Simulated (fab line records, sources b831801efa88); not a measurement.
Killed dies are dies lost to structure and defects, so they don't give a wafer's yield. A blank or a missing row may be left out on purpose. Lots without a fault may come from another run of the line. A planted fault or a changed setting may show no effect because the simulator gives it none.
Chamber matching | flow sky130 | SKY_VIA1_CMP_02 on cmp-01: 4 sister chambers
The step polishes SiO2. 4 wafers are shown with their chamber, then 12 later ones without.

WAFERS WITH THEIR CHAMBER
wafer  | chamber | motor_current_A (A)
L086.2 | 1       | 10.2
L092.3 | 0       | 12.7
L092.5 | 3       | 9.8
L092.6 | 2       | 10.6

WAFERS WITHOUT THEIR CHAMBER
wafer  | motor_current_A (A)
L093.1 | 12.4
L093.5 | 9.8
L093.6 | 10.9
L095.1 | 9.3
L095.2 | 10.0
L095.4 | 12.4
L097.2 | 10.2
L097.3 | 9.3
L097.4 | 12.7
L097.1 | 10.2
L097.5 | 10.3
L097.6 | 9.8

WHICH CHAMBER EACH WENT THROUGH
wafer  | from the rows above          | in truth
L093.1 | 0                            | 0
L093.5 | can't be placed: 3 or 1      | 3
L093.6 | can't be placed: 2 or 1      | 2
L095.1 | can't be placed: 3 or 1      | 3
L095.2 | can't be placed: 1 or 3 or 2 | 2
L095.4 | 0                            | 0
L097.2 | can't be placed: 1 or 3 or 2 | 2
L097.3 | can't be placed: 3 or 1      | 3
L097.4 | 0                            | 0
L097.1 | can't be placed: 1 or 3 or 2 | 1
L097.5 | can't be placed: 1 or 2 or 3 | 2
L097.6 | can't be placed: 3 or 1      | 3
Placed correctly: 3 of 12. Can't be placed from these rows: 9 (the true chamber is among the candidates in 9). Placed wrongly: 0.
How it was worked out, from the rows above alone: a wafer's distance from a chamber is the root of the sum, over the readings, of the square of ((its reading less the chamber's mean) divided by the reading's scatter). The wafer belongs to the nearest chamber; if the next one is less than 2 further off, it can't be placed. A chamber's mean is the mean of its shown wafers. The scatter: with one shown wafer a chamber, the root of the mean of the squares of how far each hidden wafer lies from its nearest shown one.
